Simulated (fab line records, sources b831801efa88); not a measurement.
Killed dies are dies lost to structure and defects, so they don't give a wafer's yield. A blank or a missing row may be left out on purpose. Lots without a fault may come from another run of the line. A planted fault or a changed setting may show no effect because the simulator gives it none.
fab line records | flow gf180mcu
record lots=5 wafers=15 last_day=34
route steps=602 shown VT_IMPLANT@129 MVSD@136 NWELL@137 LVPWELL@138 MVPSD@139 DUAL_GATE@141 POLY_GATE@157
lots that met no fault: from a run of the same line without faults
start_h: hours from the record's first day to the start of the lot's first wafer shown | wait_h: hours since the lot's step before | " the same as in the row above | L1.1+2: a row that stands for several wafers | - no value, or no start given | * or withheld: withheld | < > ~ a bound
route shown NAME@n: a module of which the file shows steps, and the number in the route of the first | usual: mean/standard deviation of fault-free wafers | same: alike in all rows | chamber/n: place in a boat | sites: the reading at each site | _std_site: their standard deviation | _edge_site: outer sites' mean less inner sites' | radius_mm: how far each site lies from the wafer's centre | mask NAME#n: copy n | behind: the tool/chamber that last shaped the wafer | hold: why the lot was held/for how many hours/how that ended | device: the transistor (n, p or np) that didn't switch | end of line: the same wafers' tests at the end of the route | a step without rows: its recipe alone | killed: dies lost to structure and defects at the first sort, not the wafer's yield | map: a wafer's dies, x killed, . not, _ none there
set.NAME: the setting as run; set.NAME@STEP: as run at that earlier step | model.NAME: the simulator's own value behind a step, which no gauge read
lots at some steps of the route; a table a step, a row a wafer
services: from which hour (start_h, from the record's first day; less than 0 if before it) a tool's chamber was out of use, for how many hours, and why
## steps
# step GF_VT_IMPLANT_DEVELOP_39
# recipe develop_time_s=60 dev_temp_c=23
# columns lot.wafer tool chamber start_h wait_h
L080.1+2+3 litho_track-02 0 201.73 0.1
L082.1+2+4 litho_track-01 0 216.83 0.1
L083.1+2+6 litho_track-01 0 221.03 0.1
L092.1+2+5 litho_track-02 0 280.13 0.1
L095.1+3+6 litho_track-04 0 301.73 0.1
# step GF_VT_IMPLANT_OVL_MEAS_40
# usual VT_IMPLANT_03_OVL=0.7/1.4
# columns lot.wafer tool chamber start_h wait_h VT_IMPLANT_03_OVL[nm]
L080.1 overlay-01 - 201.88 0.1 0.7
L080.2 " - " " -0.4
L080.3 " - " " 1.6
L082.1 overlay-02 - 216.98 0.1 2.0
L082.2 " - " " 3.0
L082.4 " - " " 2.8
L083.1 overlay-02 - 221.18 0.1 -0.2
L083.2 " - " " -1.4
L083.6 " - " " -0.3
L092.1 overlay-01 - 280.28 0.1 1.1
L092.2 " - " " 1.3
L092.5 " - " " 1.8
L095.1 overlay-01 - 301.88 0.1 -1.7
L095.3 " - " " -1.8
L095.6 " - " " -1.4
# step GF_VT_IMPLANT_IMPLANT_41
# recipe species=As energy_kev=70 dose_cm2=1.013e+12 tilt_deg=7
# same implant_ion_amu=75
# columns lot.wafer tool chamber start_h wait_h
L080.1+2+3 implanter-01 0 201.92 0.0
L082.1+2+4 implanter-03 0 217.02 0.0
L083.1+2+6 implanter-01 0 221.22 0.0
L092.1+2+5 implanter-04 0 280.32 0.0
L095.1+3+6 implanter-04 0 301.91 0.0
# step GF_VT_IMPLANT_STRIP_42
# recipe chemistry=O2/N2 power_w=1400 pressure_mtorr=1500 platen_temp_c=250 o2_flow_sccm=3000 n2_flow_sccm=300 overash_fraction=0.5
# usual drypump_motor_current_A=5.99/0.23 heater_power_w=335/25 oes_product_au=0.716/0.005 platen_temp_c=250.00/0.17 strip_time_to_endpoint_s=12.65/0.035
# columns lot.wafer tool chamber start_h wait_h drypump_motor_current_A heater_power_w oes_product_au platen_temp_c rf_hours_counter_h strip_time_to_endpoint_s
L080.1 plasma_asher-01 1 202.07 0.1 6.36 321 0.708 250.18 52 12.66
L080.2 " 0 " " 5.77 340 0.714 250.00 52 12.70
L080.3 " 0 " " 5.77 338 0.712 250.08 - 12.65
L082.1 plasma_asher-03 1 217.17 0.1 5.71 358 0.716 249.86 12 12.70
L082.2 " 0 " " 6.24 314 0.716 249.85 12 12.69
L082.4 " 0 " " 6.25 304 0.719 250.01 - 12.66
L083.1 plasma_asher-03 0 221.37 0.1 6.23 313 0.712 249.97 12 12.63
L083.2 " 1 " " 5.72 375 0.715 249.96 12 12.62
L083.6 " 0 " " 6.24 312 0.717 249.76 - 12.66
L092.1 plasma_asher-03 1 280.47 0.1 5.71 375 0.719 250.34 18 12.70
L092.2 " 0 " " 6.23 302 0.719 249.85 18 12.68
L092.5 " 1 " " 5.70 372 0.707 250.50 - 12.65
L095.1 plasma_asher-04 1 302.06 0.1 6.09 315 0.711 250.05 50 12.66
L095.3 " 1 " " 6.12 323 0.713 250.36 - 12.67
L095.6 " 1 " " 6.15 313 0.712 250.10 - 12.64
# step GF_VT_IMPLANT_TW_MEAS_43
# usual VT_IMPLANT_4_TW=690/9
# columns lot.wafer tool chamber start_h wait_h VT_IMPLANT_4_TW
L080.1 film_metro-01 - 202.17 0.1 682
L080.2 " - " " 687
L080.3 " - " " 679
L082.1 film_metro-01 - 217.27 0.1 686
L082.2 " - " " 689
L082.4 " - " " 686
L083.1 film_metro-02 - 221.47 0.1 684
L083.2 " - " " 682
L083.6 " - " " 681
L092.1 film_metro-01 - 280.57 0.1 688
L092.2 " - " " 686
L092.5 " - " " 684
L095.1 film_metro-01 - 302.16 0.1 683
L095.3 " - " " 681
L095.6 " - " " 681
# step GF_VT_IMPLANT_CLEAN_44
# recipe chemistry=SC1/SC2 mix=1:4:20 temp_c=70 time_s=150 dry=n2_spin
# columns lot.wafer tool chamber start_h wait_h
L080.1+2+3 wet_bench-04 3 202.23 0.1
L082.1+2+4 wet_bench-04 1 217.33 0.1
L083.1+2+6 wet_bench-04 0 221.53 0.1
L092.1+2+5 wet_bench-02 2 280.63 0.1
L095.1+3+6 wet_bench-02 0 302.22 0.1
# step GF_VT_IMPLANT_RTA_45
# recipe temp_c=1050 time_s=30 ambient=N2
# usual lamp_power_pct=38.1/2.7 wafer_temp_C_max=1054.4/1.9
# columns lot.wafer tool chamber start_h wait_h lamp_power_pct wafer_temp_C_max
L080.1 rtp_anneal-02 0 202.28 0.0 40.7 1056.6
L080.2 " 0 " " 40.7 1055.5
L080.3 " 0 " " 40.7 1057.1
L082.1 rtp_anneal-02 0 217.38 0.0 40.7 1055.1
L082.2 " 0 " " 40.6 1056.7
L082.4 " 0 " " 40.7 1056.1
L083.1 rtp_anneal-01 0 221.58 0.0 35.4 1052.7
L083.2 " 0 " " 35.4 1053.6
L083.6 " 0 " " 35.4 1052.9
L092.1 rtp_anneal-02 0 280.68 0.0 40.8 1057.7
L092.2 " 0 " " 40.7 1056.2
L092.5 " 0 " " 40.7 1056.5
L095.1 rtp_anneal-01 0 302.27 0.0 35.4 1053.8
L095.3 " 0 " " 35.4 1052.6
L095.6 " 0 " " 35.4 1052.9
# step GF_VT_IMPLANT_RS_MEAS_46
# recipe thk_meas_gauge=four-point-probe
# usual MVSD_RS=456.8/0.94
# columns lot.wafer tool chamber start_h wait_h MVSD_RS[ohm/sq]
L080.1 film_metro-03 - 202.38 0.1 456.6
L080.2 " - " " 455.6
L080.3 " - " " 456.7
L082.1 film_metro-04 - 217.48 0.1 458.4
L082.2 " - " " 459.0
L082.4 " - " " 459.4
L083.1 film_metro-01 - 221.68 0.1 456.2
L083.2 " - " " 457.4
L083.6 " - " " 456.8
L092.1 film_metro-03 - 280.78 0.1 458.0
L092.2 " - " " 455.6
L092.5 " - " " 457.5
L095.1 film_metro-04 - 302.37 0.1 456.3
L095.3 " - " " 456.5
L095.6 " - " " 457.5
# step GF_VT_IMPLANT_RS_MEAS_47
# recipe thk_meas_gauge=four-point-probe
# usual NWELL_RS=488.3/1.4
# columns lot.wafer tool chamber start_h wait_h NWELL_RS[ohm/sq]
L080.1 film_metro-03 - 202.50 0.1 487.9
L080.2 " - " " 487.6
L080.3 " - " " 485.8
L082.1 film_metro-04 - 217.60 0.1 489.2
L082.2 " - " " 488.9
L082.4 " - " " 489.0
L083.1 film_metro-01 - 221.80 0.1 488.4
L083.2 " - " " 487.7
L083.6 " - " " 487.7
L092.1 film_metro-03 - 280.90 0.1 486.2
L092.2 " - " " 486.9
L092.5 " - " " 486.8
L095.1 film_metro-04 - 302.49 0.1 485.9
L095.3 " - " " 486.3
L095.6 " - " " 486.8
# step GF_VT_IMPLANT_RS_MEAS_48
# recipe thk_meas_gauge=four-point-probe
# usual LVPWELL_RS=1197.4/2.9
# columns lot.wafer tool chamber start_h wait_h LVPWELL_RS[ohm/sq]
L080.1 film_metro-03 - 202.62 0.1 1200.7
L080.2 " - " " 1193.0
L080.3 " - " " 1197.0
L082.1 film_metro-04 - 217.72 0.1 1204.4
L082.2 " - " " 1204.0
L082.4 " - " " 1201.7
L083.1 film_metro-01 - 221.92 0.1 1194.0
L083.2 " - " " 1197.3
L083.6 " - " " 1197.2
L092.1 film_metro-03 - 281.02 0.1 1194.7
L092.2 " - " " 1195.6
L092.5 " - " " 1195.3
L095.1 film_metro-04 - 302.61 0.1 1197.9
L095.3 " - " " 1199.9
L095.6 " - " " 1203.3
# step GF_VT_IMPLANT_RS_MEAS_49
# recipe thk_meas_gauge=four-point-probe
# usual MVPSD_RS=1168.6/3
# columns lot.wafer tool chamber start_h wait_h MVPSD_RS[ohm/sq]
L080.1 film_metro-03 - 202.74 0.1 1165.5
L080.2 " - " " 1167.2
L080.3 " - " " 1167.6
L082.1 film_metro-04 - 217.84 0.1 1168.3
L082.2 " - " " 1169.2
L082.4 " - " " 1170.5
L083.1 film_metro-01 - 222.04 0.1 1167.3
L083.2 " - " " 1164.2
L083.6 " - " " 1163.0
L092.1 film_metro-03 - 281.14 0.1 1170.9
L092.2 " - " " 1167.9
L092.5 " - " " 1167.1
L095.1 film_metro-04 - 302.73 0.1 1172.6
L095.3 " - " " 1174.3
L095.6 " - " " 1173.9
# step GF_VT_IMPLANT_WET_ETCH_50
# recipe chemistry=dHF target_depth_nm=20 target=SiO2 temp_c=25 dilution=100:1 time_s=400
# columns lot.wafer tool chamber start_h wait_h
L080.1+2+3 wet_bench-01 0 202.86 0.1
L082.1+2+4 wet_bench-02 3 217.96 0.1
L083.1+2+6 wet_bench-04 3 222.16 0.1
L092.1+2+5 wet_bench-02 1 281.26 0.1
L095.1+3+6 wet_bench-02 1 302.85 0.1
# step GF_DUAL_GATE_CLEAN_00
# recipe chemistry=SC1/SC2 mix=1:4:20 temp_c=70 time_s=150
# columns lot.wafer tool chamber start_h wait_h
L080.1+2+3 wet_bench-04 3 203.10 0.0
L082.1+2+4 wet_bench-01 1 218.08 0.0
L083.1+2+6 wet_bench-02 3 222.28 0.0
L092.1+2+5 wet_bench-01 1 281.39 0.0
L095.1+3+6 wet_bench-04 0 302.97 0.0
# step GF_DUAL_GATE_CLEAN_01
# recipe chemistry=dHF time_s=20 dilution=100:1 dry=ipa_marangoni
# columns lot.wafer tool chamber start_h wait_h
L080.1+2+3 wet_bench-01 3 203.15 0.0
L082.1+2+4 wet_bench-04 0 218.28 0.0
L083.1+2+6 wet_bench-01 3 222.33 0.0
L092.1+2+5 wet_bench-04 3 281.45 0.0
L095.1+3+6 wet_bench-02 0 303.02 0.0
# step GF_DUAL_GATE_OXIDATION_02
# recipe temp_c=900 ambient=O2 stabilise_s=600 purge_s=300 target_thk_a=108.87 ox_time_s=1602
# usual spike_tc_bottom_C=921/4.4 zone_power_bottom_pct=24.7/1.9 zone_power_top_pct=35.0/1.9
# same ox_time_s=1602
# columns lot.wafer tool chamber start_h wait_h spike_tc_bottom_C zone_power_bottom_pct zone_power_top_pct
L080.1 furnace-01 0 203.17 0.0 918 26.6 33.6
L080.2 " 0 " " 919 25.7 33.7
L080.3 " 0 " " 918 26.1 34.0
L082.1 furnace-01 0 218.29 0.0 918 26.4 33.7
L082.2 " 0 " " 918 26.2 32.8
L082.4 " 0 " " 916 26.4 33.3
L083.1 furnace-02 0 222.70 0.3 927 22.0 37.6
L083.2 " 0 " " 925 22.5 37.0
L083.6 " 0 " " 926 21.9 36.9
L092.1 furnace-02 0 281.46 0.0 927 22.1 36.7
L092.2 " 0 " " 927 22.1 37.1
L092.5 " 0 " " 924 22.6 37.4
L095.1 furnace-02 0 304.32 1.3 926 22.3 36.6
L095.3 " 0 " " 925 22.2 37.1
L095.6 " 0 " " 926 22.5 37.6
# step GF_DUAL_GATE_THK_MEAS_03
# recipe reads=SiO2_of_DUAL_GATE_OXIDATION_02
# usual DUAL_GATE_OXIDATION_00_THK=10.95/0.22
# columns lot.wafer tool chamber start_h wait_h DUAL_GATE_OXIDATION_00_THK[nm]
L080.1 film_metro-02 - 204.62 0.0 10.94
L080.2 " - " " 10.87
L080.3 " - " " 10.89
L082.1 film_metro-04 - 219.74 0.0 11.08
L082.2 " - " " 11.10
L082.4 " - " " 10.93
L083.1 film_metro-02 - 224.14 0.0 10.72
L083.2 " - " " 10.40
L083.6 " - " " 10.33
L092.1 film_metro-03 - 282.90 0.0 10.81
L092.2 " - " " 10.90
L092.5 " - " " 10.80
L095.1 film_metro-02 - 305.76 0.0 10.71
L095.3 " - " " 10.90
L095.6 " - " " 10.84
# step GF_DUAL_GATE_DEHYDRATE_04
# recipe temp_c=200 time_s=60
# usual plate_temp_C=199.99/0.17
# columns lot.wafer tool chamber start_h wait_h plate_temp_C
L080.1 litho_track-04 0 213.08 8.4 199.77
L080.2 " 0 " " 200.13
L080.3 " 0 " " 199.99
L082.1 litho_track-03 0 228.17 8.4 199.82
L082.2 " 0 " " 199.88
L082.4 " 0 " " 200.12
L083.1 litho_track-03 0 232.52 8.4 199.72
L083.2 " 0 " " 199.74
L083.6 " 0 " " 199.96
L092.1 litho_track-03 0 291.47 8.6 200.06
L092.2 " 0 " " 199.95
L092.5 " 0 " " 200.00
L095.1 litho_track-04 0 315.58 9.8 200.23
L095.3 " 0 " " 200.44
L095.6 " 0 " " 200.11
# step GF_DUAL_GATE_HMDS_05
# recipe prime_time_s=60 prime_temp_c=120
# columns lot.wafer tool chamber start_h wait_h
L080.1+2+3 litho_track-04 0 213.23 0.1
L082.1+2+4 litho_track-03 0 228.32 0.1
L083.1+2+6 litho_track-03 0 232.67 0.1
L092.1+2+5 litho_track-03 0 291.62 0.1
L095.1+3+6 litho_track-04 0 315.73 0.1
# step GF_DUAL_GATE_COAT_06
# recipe resist=NOVOLAK spin_rpm=3000 resist_thk_nm=1000
# usual spin_speed_rpm=2999.7/1.8
# columns lot.wafer tool chamber start_h wait_h spin_speed_rpm
L080.1 litho_track-04 0 213.38 0.1 2999.1
L080.2 " 0 " " 2996.5
L080.3 " 0 " " 2997.7
L082.1 litho_track-03 0 228.47 0.1 3006.0
L082.2 " 0 " " 2997.1
L082.4 " 0 " " 2994.7
L083.1 litho_track-03 0 232.82 0.1 2999.3
L083.2 " 0 " " 3000.3
L083.6 " 0 " " 2999.6
L092.1 litho_track-03 0 291.77 0.1 3001.4
L092.2 " 0 " " 3000.1
L092.5 " 0 " " 2999.3
L095.1 litho_track-04 0 315.88 0.1 2996.5
L095.3 " 0 " " 2998.6
L095.6 " 0 " " 2999.4
# step GF_DUAL_GATE_SOFTBAKE_07
# recipe temp_c=90 time_s=60 resist=NOVOLAK
# usual plate_temp_C=90.01/0.13
# columns lot.wafer tool chamber start_h wait_h plate_temp_C
L080.1 litho_track-04 0 213.53 0.1 90.01
L080.2 " 0 " " 90.04
L080.3 " 0 " " 90.16
L082.1 litho_track-03 0 228.62 0.1 89.98
L082.2 " 0 " " 89.93
L082.4 " 0 " " 89.83
L083.1 litho_track-03 0 232.97 0.1 89.98
L083.2 " 0 " " 89.95
L083.6 " 0 " " 90.02
L092.1 litho_track-03 0 291.92 0.1 90.04
L092.2 " 0 " " 89.94
L092.5 " 0 " " 89.90
L095.1 litho_track-04 0 316.03 0.1 90.22
L095.3 " 0 " " 90.15
L095.6 " 0 " " 90.25
# step GF_DUAL_GATE_EXPOSE_08
# recipe mask_id=Dualgate target_cd_nm=700 na=0.6 source_shape=conventional sigma_outer=0.6 dose_mj=140
# columns lot.wafer tool chamber start_h wait_h mask
L080.1+2+3 iline_stepper-01 0 - - Dualgate#0
L082.1+2+4 iline_stepper-01 0 - - Dualgate#0
L083.1+2+6 iline_stepper-02 0 - - Dualgate#0
L092.1+2+5 iline_stepper-01 0 - - Dualgate#0
L095.1+3+6 iline_stepper-01 0 - - Dualgate#0
# step GF_DUAL_GATE_PEB_09
# recipe temp_c=withheld time_s=* resist=NOVOLAK
# columns lot.wafer tool chamber start_h wait_h
L080.1+2+3 litho_track-03 0 - -
L082.1+2+4 litho_track-03 0 - -
L083.1+2+6 litho_track-03 0 - -
L092.1+2+5 litho_track-03 0 - -
L095.1+3+6 litho_track-01 0 - -
# step GF_DUAL_GATE_DEVELOP_10
# recipe develop_time_s=60 dev_temp_c=23
# columns lot.wafer tool chamber start_h wait_h
L080.1+2+3 litho_track-03 0 222.27 0.1
L082.1+2+4 litho_track-03 0 237.37 0.1
L083.1+2+6 litho_track-03 0 241.92 0.1
L092.1+2+5 litho_track-03 0 302.02 0.1
L095.1+3+6 litho_track-01 0 326.43 0.1
# step GF_DUAL_GATE_OVL_MEAS_11
# usual DUAL_GATE_OVL=1.0/1.3
# columns lot.wafer tool chamber start_h wait_h DUAL_GATE_OVL[nm]
L080.1 overlay-01 - 222.42 0.1 2.2
L080.2 " - " " 0.0
L080.3 " - " " 0.2
L082.1 overlay-01 - 237.52 0.1 -0.4
L082.2 " - " " 2.3
L082.4 " - " " 0.7
L083.1 overlay-02 - 242.07 0.1 -0.9
L083.2 " - " " 1.0
L083.6 " - " " 0.5
L092.1 overlay-02 - 302.17 0.1 1.8
L092.2 " - " " 2.7
L092.5 " - " " 2.8
L095.1 overlay-01 - 326.58 0.1 -0.7
L095.3 " - " " 2.4
L095.6 " - " " 1.3
# step GF_DUAL_GATE_WET_ETCH_12
# recipe chemistry=dHF target_depth_nm=13 dry=n2_spin target=SiO2 temp_c=25 dilution=100:1 time_s=260
# columns lot.wafer tool chamber start_h wait_h
L080.1+2+3 wet_bench-02 1 222.45 0.0
L082.1+2+4 wet_bench-01 0 237.55 0.0
L083.1+2+6 wet_bench-04 0 242.10 0.0
L092.1+2+5 wet_bench-04 3 302.20 0.0
L095.1+3+6 wet_bench-02 1 326.62 0.0
# step GF_DUAL_GATE_STRIP_13
# recipe chemistry=O2/N2 power_w=1400 pressure_mtorr=1500 platen_temp_c=250 o2_flow_sccm=3000 n2_flow_sccm=300 overash_fraction=0.5
# usual drypump_motor_current_A=6.04/0.26 heater_power_w=334/22 oes_product_au=0.715/0.0046 platen_temp_c=250.00/0.18 strip_time_to_endpoint_s=12.64/0.038
# columns lot.wafer tool chamber start_h wait_h drypump_motor_current_A heater_power_w oes_product_au platen_temp_c rf_hours_counter_h strip_time_to_endpoint_s
L080.1 plasma_asher-01 0 222.53 0.0 5.78 336 0.716 249.91 54 12.64
L080.2 " 1 " " 6.37 326 0.712 249.90 54 12.66
L080.3 " 0 " " 5.79 332 0.706 249.88 - 12.65
L082.1 plasma_asher-02 0 237.63 0.0 6.04 331 0.719 249.86 60 12.64
L082.2 " 1 " " 6.16 334 0.718 250.38 60 12.64
L082.4 " 1 " " 6.19 333 0.717 249.96 - 12.63
L083.1 plasma_asher-01 1 242.18 0.0 6.35 313 0.712 249.87 56 12.63
L083.2 " 0 " " 5.80 336 0.705 250.17 56 12.64
L083.6 " 0 " " 5.78 336 0.716 249.94 - 12.58
L092.1 plasma_asher-01 0 302.28 0.0 5.81 331 0.713 249.92 61 12.59
L092.2 " 1 " " 6.34 317 0.717 250.22 61 12.65
L092.5 " 0 " " 5.80 328 0.706 250.14 - 12.65
L095.1 plasma_asher-01 1 326.70 0.0 6.40 312 0.716 249.79 63 12.65
L095.3 " 0 " " 5.77 337 0.719 249.89 - 12.67
L095.6 " 1 " " 6.34 312 0.713 249.55 - 12.69
# step GF_DUAL_GATE_CLEAN_14
# recipe chemistry=SC1/SC2 mix=1:4:20 temp_c=70 time_s=150 dry=n2_spin
# columns lot.wafer tool chamber start_h wait_h
L080.1+2+3 wet_bench-01 1 222.63 0.1
L082.1+2+4 wet_bench-02 0 237.73 0.1
L083.1+2+6 wet_bench-01 0 242.28 0.1
L092.1+2+5 wet_bench-02 0 302.38 0.1
L095.1+3+6 wet_bench-04 1 326.80 0.1
# step GF_DUAL_GATE_OXIDATION_15
# recipe temp_c=850 ambient=O2 stabilise_s=600 purge_s=300 target_thk_a=70.98 ox_time_s=1995
# usual spike_tc_bottom_C=873/4.4 zone_power_bottom_pct=21.4/1.7 zone_power_top_pct=32.6/1.9
# same ox_time_s=1995
# columns lot.wafer tool chamber start_h wait_h spike_tc_bottom_C zone_power_bottom_pct zone_power_top_pct
L080.1 furnace-01 0 223.23 0.5 869 23.4 30.9
L080.2 " 0 " " 867 23.4 30.6
L080.3 " 0 " " 869 24.0 29.9
L082.1 furnace-02 0 238.40 0.6 877 19.8 34.2
L082.2 " 0 " " 877 20.1 34.4
L082.4 " 0 " " 876 19.9 34.5
L083.1 furnace-02 0 242.91 0.6 876 19.9 34.1
L083.2 " 0 " " 878 20.1 34.0
L083.6 " 0 " " 876 20.0 33.8
L092.1 furnace-01 0 303.15 0.7 868 23.6 30.4
L092.2 " 0 " " 868 23.3 31.0
L092.5 " 0 " " 868 23.5 30.3
L095.1 furnace-01 0 326.90 0.0 871 23.3 29.9
L095.3 " 0 " " 869 23.3 30.5
L095.6 " 0 " " 867 23.7 30.5
# step GF_POLY_GATE_CVD_00
# recipe material=poly-Si target_thk_nm=200 temp_c=620 time_s=1200 pressure_mtorr=200
# usual spike_tc_bottom_C=637.9/2.4 zone_power_bottom_pct=12.8/1.1 zone_power_top_pct=17.3/1
# columns lot.wafer tool chamber start_h wait_h spike_tc_bottom_C zone_power_bottom_pct zone_power_top_pct
L080.1 lpcvd-02 0 224.78 0.0 636.7 11.5 17.3
L080.2 " 0 " " 637.4 11.4 17.4
L080.3 " 0 " " 637.4 11.5 17.2
L082.1 lpcvd-01 0 239.96 0.0 639.4 14.3 16.6
L082.2 " 0 " " 639.0 14.1 16.2
L082.4 " 0 " " 637.3 14.1 16.5
L083.1 lpcvd-01 1 244.46 0.0 634.6 12.2 16.3
L083.2 " 1 " " 637.3 12.5 16.7
L083.6 " 1 " " 636.1 12.5 16.3
L092.1 lpcvd-01 0 304.70 0.0 637.1 14.1 16.8
L092.2 " 0 " " 639.4 14.3 16.5
L092.5 " 0 " " 636.1 14.0 16.6
L095.1 lpcvd-02 1 328.56 0.1 642.2 13.7 19.4
L095.3 " 1 " " 640.7 13.4 19.3
L095.6 " 1 " " 642.8 13.4 19.3
# step GF_POLY_GATE_THK_MEAS_01
# recipe reads=poly-Si_of_POLY_GATE_CVD_00
# usual POLY_GATE_CVD_00_THK=199.5/1.6
# columns lot.wafer tool chamber start_h wait_h POLY_GATE_CVD_00_THK[nm]
L080.1 film_metro-03 - 226.12 0.0 199.8
L080.2 " - " " 199.2
L080.3 " - " " 199.9
L082.1 film_metro-02 - 241.29 0.0 200.6
L082.2 " - " " 200.5
L082.4 " - " " 200.6
L083.1 film_metro-01 - 245.80 0.0 199.0
L083.2 " - " " 198.7
L083.6 " - " " 199.7
L092.1 film_metro-02 - 306.04 0.0 198.5
L092.2 " - " " 199.6
L092.5 " - " " 199.4
L095.1 film_metro-01 - 329.89 0.0 200.9
L095.3 " - " " 201.4
L095.6 " - " " 201.3
# step GF_POLY_GATE_DEHYDRATE_02
# recipe temp_c=200 time_s=60
# usual plate_temp_C=200.02/0.16
# columns lot.wafer tool chamber start_h wait_h plate_temp_C
L080.1 litho_track-04 0 234.18 8.1 199.83
L080.2 " 0 " " 199.99
L080.3 " 0 " " 200.01
L082.1 litho_track-02 0 250.08 8.8 200.00
L082.2 " 0 " " 200.16
L082.4 " 0 " " 200.22
L083.1 litho_track-02 0 254.18 8.4 199.76
L083.2 " 0 " " 199.93
L083.6 " 0 " " 200.20
L092.1 litho_track-03 0 315.82 9.8 199.73
L092.2 " 0 " " 199.77
L092.5 " 0 " " 199.93
L095.1 litho_track-04 0 340.38 10.5 199.97
L095.3 " 0 " " 200.09
L095.6 " 0 " " 199.90
# step GF_POLY_GATE_HMDS_03
# recipe prime_time_s=60 prime_temp_c=120
# columns lot.wafer tool chamber start_h wait_h
L080.1+2+3 litho_track-04 0 234.33 0.1
L082.1+2+4 litho_track-02 0 250.23 0.1
L083.1+2+6 litho_track-02 0 254.33 0.1
L092.1+2+5 litho_track-03 0 315.97 0.1
L095.1+3+6 litho_track-04 0 340.53 0.1
# step GF_POLY_GATE_COAT_04
# recipe resist=BARC temp_c=withheld time_s=withheld spin_rpm=withheld resist_thk_nm=withheld
# columns lot.wafer tool chamber start_h wait_h
L080.1+2+3 litho_track-04 0 234.48 0.1
L082.1+2+4 litho_track-02 0 250.38 0.1
L083.1+2+6 litho_track-02 0 254.48 0.1
L092.1+2+5 litho_track-03 0 316.12 0.1
L095.1+3+6 litho_track-04 0 340.68 0.1
# step GF_POLY_GATE_COAT_05
# recipe resist=KrF spin_rpm=withheld resist_thk_nm=700
# columns lot.wafer tool chamber start_h wait_h
L080.1+2+3 litho_track-04 0 - -
L082.1+2+4 litho_track-02 0 - -
L083.1+2+6 litho_track-02 0 - -
L092.1+2+5 litho_track-03 0 - -
L095.1+3+6 litho_track-04 0 - -
# step GF_POLY_GATE_SOFTBAKE_06
# recipe temp_c=130 time_s=60 resist=KrF
# usual plate_temp_C=130.00/0.11
# columns lot.wafer tool chamber start_h wait_h plate_temp_C
L080.1 litho_track-04 0 - - 129.80
L080.2 " 0 " " 129.89
L080.3 " 0 " " 129.99
L082.1 litho_track-02 0 - - 129.97
L082.2 " 0 " " 129.99
L082.4 " 0 " " 130.04
L083.1 litho_track-02 0 - - 130.00
L083.2 " 0 " " 129.95
L083.6 " 0 " " 129.93
L092.1 litho_track-03 0 - - 129.85
L092.2 " 0 " " 130.01
L092.5 " 0 " " 130.04
L095.1 litho_track-04 0 - - 130.09
L095.3 " 0 " " 129.96
L095.6 " 0 " " 130.07
# step GF_POLY_GATE_EXPOSE_07
# recipe mask_id=Poly2 target_cd_nm=280 na=0.68 source_shape=conventional sigma_outer=0.6 dose_mj=28
# columns lot.wafer tool chamber start_h wait_h mask
L080.1+2+3 krf_scanner-02 0 - - Poly2#0
L082.1+2+4 krf_scanner-02 0 - - Poly2#0
L083.1+2+6 krf_scanner-02 0 - - Poly2#0
L092.1+2+5 krf_scanner-01 0 - - Poly2#0
L095.1+3+6 krf_scanner-01 0 - - Poly2#0
# step GF_POLY_GATE_PEB_08
# recipe peb_temp_c=135 peb_time_s=90 resist=KrF
# usual plate_temp_C=135.02/0.13
# columns lot.wafer tool chamber start_h wait_h plate_temp_C
L080.1 litho_track-04 0 - - 135.16
L080.2 " 0 " " 135.14
L080.3 " 0 " " 135.06
L082.1 litho_track-02 0 - - 135.17
L082.2 " 0 " " 135.28
L082.4 " 0 " " 135.23
L083.1 litho_track-04 0 - - 134.92
L083.2 " 0 " " 135.07
L083.6 " 0 " " 134.99
L092.1 litho_track-03 0 - - 134.71
L092.2 " 0 " " 134.75
L092.5 " 0 " " 134.92
L095.1 litho_track-02 0 - - 134.66
L095.3 " 0 " " 134.92
L095.6 " 0 " " 135.00
# step GF_POLY_GATE_DEVELOP_09
# recipe develop_time_s=60 resist=KrF dev_temp_c=21
# columns lot.wafer tool chamber start_h wait_h
L080.1+2+3 litho_track-04 0 243.93 0.2
L082.1+2+4 litho_track-02 0 260.48 0.2
L083.1+2+6 litho_track-04 0 263.93 0.2
L092.1+2+5 litho_track-03 0 326.52 0.2
L095.1+3+6 litho_track-02 0 351.78 0.2
# step GF_POLY_GATE_CD_MEAS_10
# recipe target_cd_nm=280
# usual cd_nm=279.7/1.3
# columns lot.wafer tool chamber start_h wait_h cd_nm
L080.1 cd_sem-02 - 244.08 0.1 278.0
L080.2 " - " " 278.3
L080.3 " - " " 278.4
L082.1 cd_sem-01 - 260.63 0.1 281.4
L082.2 " - " " 281.2
L082.4 " - " " 281.3
L083.1 cd_sem-01 - 264.08 0.1 278.6
L083.2 " - " " 279.2
L083.6 " - " " 279.0
L092.1 cd_sem-02 - 326.67 0.1 279.6
L092.2 " - " " 279.7
L092.5 " - " " 280.5
L095.1 cd_sem-01 - 351.93 0.1 278.4
L095.3 " - " " 279.7
L095.6 " - " " 279.3
# step GF_POLY_GATE_OVL_MEAS_11
# usual POLY_GATE_OVL=3/4.2
# columns lot.wafer tool chamber start_h wait_h POLY_GATE_OVL[nm]
L080.1 overlay-02 - 244.20 0.1 7
L080.2 " - " " 3
L080.3 " - " " 10
L082.1 overlay-02 - 260.75 0.1 7
L082.2 " - " " 7
L082.4 " - " " 9
L083.1 overlay-01 - 264.20 0.1 11
L083.2 " - " " 11
L083.6 " - " " 7
L092.1 overlay-02 - 326.79 0.1 0
L092.2 " - " " 1
L092.5 " - " " -2
L095.1 overlay-01 - 352.05 0.1 2
L095.3 " - " " 6
L095.6 " - " " 5
## services
# columns tool chamber start_h hours kind
krf_scanner-02 - 181.20 4.0 pm
iline_stepper-01 - 186.92 4.4 pm
iline_stepper-01 - 215.06 1.7 pm
plasma_asher-01 - 217.35 1.3 repair
implanter-04 - 221.91 9.4 repair
krf_scanner-01 - 227.60 1.3 pm
lpcvd-02 - 238.21 2.8 pm
furnace-01 - 239.82 2.7 pm
krf_scanner-02 - 240.96 4.4 pm
krf_scanner-02 - 253.12 1.3 pm
furnace-01 - 256.52 4.2 pm
krf_scanner-01 - 264.25 0.8 pm
krf_scanner-02 - 268.69 0.8 pm
implanter-01 - 271.75 2.0 repair
plasma_asher-03 - 280.59 2.9 repair
plasma_asher-01 - 286.49 2.8 pm
krf_scanner-02 - 293.97 0.5 repair
wet_bench-01 - 301.22 2.3 repair
plasma_asher-03 - 314.34 1.9 repair
plasma_asher-01 - 314.38 1.7 repair
plasma_asher-01 - 318.54 2.6 repair
furnace-02 - 331.51 3.9 pm
wet_bench-04 - 337.74 1.5 repair
krf_scanner-02 - 344.60 1.0 pm
## key
fault none
